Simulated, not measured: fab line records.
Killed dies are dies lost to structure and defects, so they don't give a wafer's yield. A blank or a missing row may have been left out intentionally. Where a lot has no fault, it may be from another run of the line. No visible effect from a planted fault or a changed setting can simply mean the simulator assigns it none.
What tool caused it? || flow gf180mcu || 39 wafers from 13 lots sampled at 5 of the route's 602 steps

WHAT THE GAUGES SHOWED, per wafer
GF_VT_IMPLANT_TW_MEAS_10.
{"lot": "L406", "measured": "day 5 21:08", "on": "film-metro-04", "VT_IMPLANT_TW": "572 570 568"}
{"lot": "L408", "measured": "day 6 08:58", "on": "film-metro-01", "VT_IMPLANT_TW": "561 562 558"}
{"lot": "L410", "measured": "day 6 23:34", "on": "film-metro-04", "VT_IMPLANT_TW": "569 567 569"}
{"lot": "L411", "measured": "day 7 05:31", "on": "film-metro-01", "VT_IMPLANT_TW": "561 563 564"}
{"lot": "L413", "measured": "day 7 16:37", "on": "film-metro-01", "VT_IMPLANT_TW": "562 563 561"}
{"lot": "L414", "measured": "day 7 23:31", "on": "film-metro-03", "VT_IMPLANT_TW": "575 574 572"}
{"lot": "L416", "measured": "day 8 11:26", "on": "film-metro-01", "VT_IMPLANT_TW": "560 560 557"}
{"lot": "L418", "measured": "day 8 23:22", "on": "film-metro-04", "VT_IMPLANT_TW": "568 570 569"}
{"lot": "L423", "measured": "day 10 01:26", "on": "film-metro-03", "VT_IMPLANT_TW": "569 567 573"}
{"lot": "L425", "measured": "day 10 22:14", "on": "film-metro-03", "VT_IMPLANT_TW": "573 574 575"}
{"lot": "L426", "measured": "day 11 04:23", "on": "film-metro-03", "VT_IMPLANT_TW": "572 572 572"}
{"lot": "L427", "measured": "day 11 05:56", "on": "film-metro-01", "VT_IMPLANT_TW": "563 564 564"}
{"lot": "L428", "measured": "day 11 13:34", "on": "film-metro-01", "VT_IMPLANT_TW": "563 563 567"}

GF_VT_IMPLANT_TW_MEAS_43.
{"lot": "L406", "measured": "day 7 18:52", "on": "film-metro-04", "VT_IMPLANT_4_TW": "703 703 702"}
{"lot": "L408", "measured": "day 8 08:31", "on": "film-metro-04", "VT_IMPLANT_4_TW": "703 699 700"}
{"lot": "L410", "measured": "day 9 00:07", "on": "film-metro-01", "VT_IMPLANT_4_TW": "689 689 688"}
{"lot": "L411", "measured": "day 9 07:20", "on": "film-metro-04", "VT_IMPLANT_4_TW": "695 699 701"}
{"lot": "L413", "measured": "day 9 20:17", "on": "film-metro-04", "VT_IMPLANT_4_TW": "698 699 696"}
{"lot": "L414", "measured": "day 10 02:37", "on": "film-metro-04", "VT_IMPLANT_4_TW": "691 693 692"}
{"lot": "L416", "measured": "day 10 16:20", "on": "film-metro-03", "VT_IMPLANT_4_TW": "616 701 698"}
{"lot": "L418", "measured": "day 11 05:38", "on": "film-metro-04", "VT_IMPLANT_4_TW": "693 693 699"}
{"lot": "L423", "measured": "day 12 10:55", "on": "film-metro-01", "VT_IMPLANT_4_TW": "692 686 690"}
{"lot": "L425", "measured": "day 13 08:01", "on": "film-metro-04", "VT_IMPLANT_4_TW": "697 691 693"}
{"lot": "L426", "measured": "day 13 16:06", "on": "film-metro-04", "VT_IMPLANT_4_TW": "697 699 694"}
{"lot": "L427", "measured": "day 13 16:41", "on": "film-metro-01", "VT_IMPLANT_4_TW": "685 685 686"}
{"lot": "L428", "measured": "day 13 23:29", "on": "film-metro-01", "VT_IMPLANT_4_TW": "685 685 685"}

GF_POLY_GATE_THK_MEAS_01.
{"lot": "L406", "measured": "day 8 17:23", "on": "film-metro-02", "POLY_GATE_CVD_00_THK (nm)": "200.0 198.3 201.3"}
{"lot": "L408", "measured": "day 9 08:01", "on": "film-metro-04", "POLY_GATE_CVD_00_THK (nm)": "204.3 206.0 204.8"}
{"lot": "L410", "measured": "day 9 22:35", "on": "film-metro-02", "POLY_GATE_CVD_00_THK (nm)": "204.9 203.6 203.4"}
{"lot": "L411", "measured": "day 10 07:10", "on": "film-metro-01", "POLY_GATE_CVD_00_THK (nm)": "199.3 199.8 199.5"}
{"lot": "L413", "measured": "day 10 21:38", "on": "film-metro-02", "POLY_GATE_CVD_00_THK (nm)": "201.4 199.7 200.8"}
{"lot": "L414", "measured": "day 11 03:17", "on": "film-metro-01", "POLY_GATE_CVD_00_THK (nm)": "198.0 197.9 198.5"}
{"lot": "L416", "measured": "day 11 15:52", "on": "film-metro-04", "POLY_GATE_CVD_00_THK (nm)": "200.7 197.8 196.4"}
{"lot": "L418", "measured": "day 12 07:44", "on": "film-metro-04", "POLY_GATE_CVD_00_THK (nm)": "201.1 200.1 200.9"}
{"lot": "L423", "measured": "day 13 16:34", "on": "film-metro-02", "POLY_GATE_CVD_00_THK (nm)": "201.7 201.6 199.5"}
{"lot": "L425", "measured": "day 14 13:52", "on": "film-metro-04", "POLY_GATE_CVD_00_THK (nm)": "198.6 199.4 200.4"}
{"lot": "L426", "measured": "day 14 20:02", "on": "film-metro-02", "POLY_GATE_CVD_00_THK (nm)": "200.1 200.5 199.6"}
{"lot": "L427", "measured": "day 14 19:10", "on": "film-metro-04", "POLY_GATE_CVD_00_THK (nm)": "198.2 196.8 197.1"}
{"lot": "L428", "measured": "day 15 03:54", "on": "film-metro-02", "POLY_GATE_CVD_00_THK (nm)": "200.9 202.2 200.4"}

WHICH TOOL RAN EACH LOT (tool, then ch and the chambers of the sampled wafers, then the start)
{"lot": "L406", "GF_NWELL_STRIP_10": "plasma-asher-02 ch 0,1, day 3 13:48", "GF_VT_IMPLANT_IMPLANT_41": "implanter-03 ch 0, day 7 18:38"}
{"lot": "L408", "GF_NWELL_STRIP_10": "plasma-asher-03 ch 0,1, day 4 00:13", "GF_VT_IMPLANT_IMPLANT_41": "implanter-02 ch 0, day 8 08:16"}
{"lot": "L410", "GF_NWELL_STRIP_10": "plasma-asher-02 ch 0,1, day 4 12:26", "GF_VT_IMPLANT_IMPLANT_41": "implanter-03 ch 0, day 8 23:52"}
{"lot": "L411", "GF_NWELL_STRIP_10": "plasma-asher-03 ch 0,1, day 4 17:47", "GF_VT_IMPLANT_IMPLANT_41": "implanter-04 ch 0, day 9 07:05"}
{"lot": "L413", "GF_NWELL_STRIP_10": "plasma-asher-04 ch 0,1, day 5 04:23", "GF_VT_IMPLANT_IMPLANT_41": "implanter-03 ch 0, day 9 20:02"}
{"lot": "L414", "GF_NWELL_STRIP_10": "plasma-asher-04 ch 0,1, day 5 10:22", "GF_VT_IMPLANT_IMPLANT_41": "implanter-04 ch 0, day 10 02:22"}
{"lot": "L416", "GF_NWELL_STRIP_10": "plasma-asher-03 ch 0,1, day 5 20:16", "GF_VT_IMPLANT_IMPLANT_41": "implanter-04 ch 0, day 10 16:06"}
{"lot": "L418", "GF_NWELL_STRIP_10": "plasma-asher-02 ch 0,1, day 6 07:43", "GF_VT_IMPLANT_IMPLANT_41": "implanter-02 ch 0, day 11 05:23"}
{"lot": "L423", "GF_NWELL_STRIP_10": "plasma-asher-04 ch 0,1, day 7 06:16", "GF_VT_IMPLANT_IMPLANT_41": "implanter-02 ch 0, day 12 10:40"}
{"lot": "L425", "GF_NWELL_STRIP_10": "plasma-asher-03 ch 0,1, day 8 00:53", "GF_VT_IMPLANT_IMPLANT_41": "implanter-03 ch 0, day 13 07:47"}
{"lot": "L426", "GF_NWELL_STRIP_10": "plasma-asher-02 ch 0,1, day 8 05:23", "GF_VT_IMPLANT_IMPLANT_41": "implanter-02 ch 0, day 13 15:53"}
{"lot": "L427", "GF_NWELL_STRIP_10": "plasma-asher-02 ch 0,1, day 8 07:34", "GF_VT_IMPLANT_IMPLANT_41": "implanter-04 ch 0, day 13 16:26"}
{"lot": "L428", "GF_NWELL_STRIP_10": "plasma-asher-03 ch 0,1, day 8 13:07", "GF_VT_IMPLANT_IMPLANT_41": "implanter-04 ch 0, day 13 23:15"}
- GF_NWELL_STRIP_10: strips in O2/N2.
- GF_VT_IMPLANT_IMPLANT_41

WHAT THE TOOLS THEMSELVES READ (means of the sampled wafers that have a number; where no wafer has one, the mark that the record gives instead)
GF_NWELL_STRIP_10.
{"lot": "L406", "tool": "plasma-asher-02", "drypump-motor-current-A (A)": 5.7, "heater-power-w (W)": 301, "oes-product-au (a.u.)": 0.724, "strip-time-to-endpoint-s (s)": 36.99}
{"lot": "L408", "tool": "plasma-asher-03", "drypump-motor-current-A (A)": 6.1, "heater-power-w (W)": 405, "oes-product-au (a.u.)": 0.722, "strip-time-to-endpoint-s (s)": 37.22}
{"lot": "L410", "tool": "plasma-asher-02", "drypump-motor-current-A (A)": 6.0, "heater-power-w (W)": 308, "oes-product-au (a.u.)": 0.721, "strip-time-to-endpoint-s (s)": 36.97}
{"lot": "L411", "tool": "plasma-asher-03", "drypump-motor-current-A (A)": 6.2, "heater-power-w (W)": 413, "oes-product-au (a.u.)": 0.722, "strip-time-to-endpoint-s (s)": 36.86}
{"lot": "L413", "tool": "plasma-asher-04", "drypump-motor-current-A (A)": 6.1, "heater-power-w (W)": 300, "oes-product-au (a.u.)": 0.718, "strip-time-to-endpoint-s (s)": 37.01}
{"lot": "L414", "tool": "plasma-asher-04", "drypump-motor-current-A (A)": 5.8, "heater-power-w (W)": 288, "oes-product-au (a.u.)": 0.724, "strip-time-to-endpoint-s (s)": 36.91}
{"lot": "L416", "tool": "plasma-asher-03", "drypump-motor-current-A (A)": 6.3, "heater-power-w (W)": 373, "oes-product-au (a.u.)": 0.722, "strip-time-to-endpoint-s (s)": 37.12}
{"lot": "L418", "tool": "plasma-asher-02", "drypump-motor-current-A (A)": 5.7, "heater-power-w (W)": 301, "oes-product-au (a.u.)": 0.718, "strip-time-to-endpoint-s (s)": 36.89}
{"lot": "L423", "tool": "plasma-asher-04", "drypump-motor-current-A (A)": 5.8, "heater-power-w (W)": 294, "oes-product-au (a.u.)": 0.724, "strip-time-to-endpoint-s (s)": 37.01}
{"lot": "L425", "tool": "plasma-asher-03", "drypump-motor-current-A (A)": 6.3, "heater-power-w (W)": 371, "oes-product-au (a.u.)": 0.719, "strip-time-to-endpoint-s (s)": 37.13}
{"lot": "L426", "tool": "plasma-asher-02", "drypump-motor-current-A (A)": 6.0, "heater-power-w (W)": 310, "oes-product-au (a.u.)": 0.717, "strip-time-to-endpoint-s (s)": 37.10}
{"lot": "L427", "tool": "plasma-asher-02", "drypump-motor-current-A (A)": 5.8, "heater-power-w (W)": 307, "oes-product-au (a.u.)": 0.722, "strip-time-to-endpoint-s (s)": 36.96}
{"lot": "L428", "tool": "plasma-asher-03", "drypump-motor-current-A (A)": 6.3, "heater-power-w (W)": 374, "oes-product-au (a.u.)": 0.724, "strip-time-to-endpoint-s (s)": 36.94}

GF_VT_IMPLANT_IMPLANT_41.
{"lot": "L406", "tool": "implanter-03", "dose-ions-cm2": 1.014e+12}
{"lot": "L408", "tool": "implanter-02", "dose-ions-cm2": 1.012e+12}
{"lot": "L410", "tool": "implanter-03", "dose-ions-cm2": 1.011e+12}
{"lot": "L411", "tool": "implanter-04", "dose-ions-cm2": 1.013e+12}
{"lot": "L413", "tool": "implanter-03", "dose-ions-cm2": 1.012e+12}
{"lot": "L414", "tool": "implanter-04", "dose-ions-cm2": 1.014e+12}
{"lot": "L416", "tool": "implanter-04", "dose-ions-cm2": 1.014e+12}
{"lot": "L418", "tool": "implanter-02", "dose-ions-cm2": 1.012e+12}
{"lot": "L423", "tool": "implanter-02", "dose-ions-cm2": 1.013e+12}
{"lot": "L425", "tool": "implanter-03", "dose-ions-cm2": 1.013e+12}
{"lot": "L426", "tool": "implanter-02", "dose-ions-cm2": 1.013e+12}
{"lot": "L427", "tool": "implanter-04", "dose-ions-cm2": 1.014e+12}
{"lot": "L428", "tool": "implanter-04", "dose-ions-cm2": 1.014e+12}

THE ANSWER, worked out from the rows above alone
Rule: what is usual is taken from the lots themselves. The widest of any qualifying gaps counts: lots, ordered by their means at a reading, are off when they make up no more than a third of the lots, leave a main group of 4 or more, and stand apart from it by 3 or more times the standard deviation of that group's means. If all means in a main group match to the digits the tables above print for the reading, that group is not used. A lot without any number at a reading at which 4 lots or more have one is off too. Where the step has rows for the other lots, those lots are counted as sound. The gauges are gone through in route order, then the tools' own readings, and for those a lot's mean is taken as printed above. At the first step where some lot is off, the reading lying furthest off is the one used; lots without a number count as furthest.
Across all readings shown, no lot is off: no conclusion can be drawn from this.

WHAT HAD BEEN PUT IN BY THE SIMULATOR
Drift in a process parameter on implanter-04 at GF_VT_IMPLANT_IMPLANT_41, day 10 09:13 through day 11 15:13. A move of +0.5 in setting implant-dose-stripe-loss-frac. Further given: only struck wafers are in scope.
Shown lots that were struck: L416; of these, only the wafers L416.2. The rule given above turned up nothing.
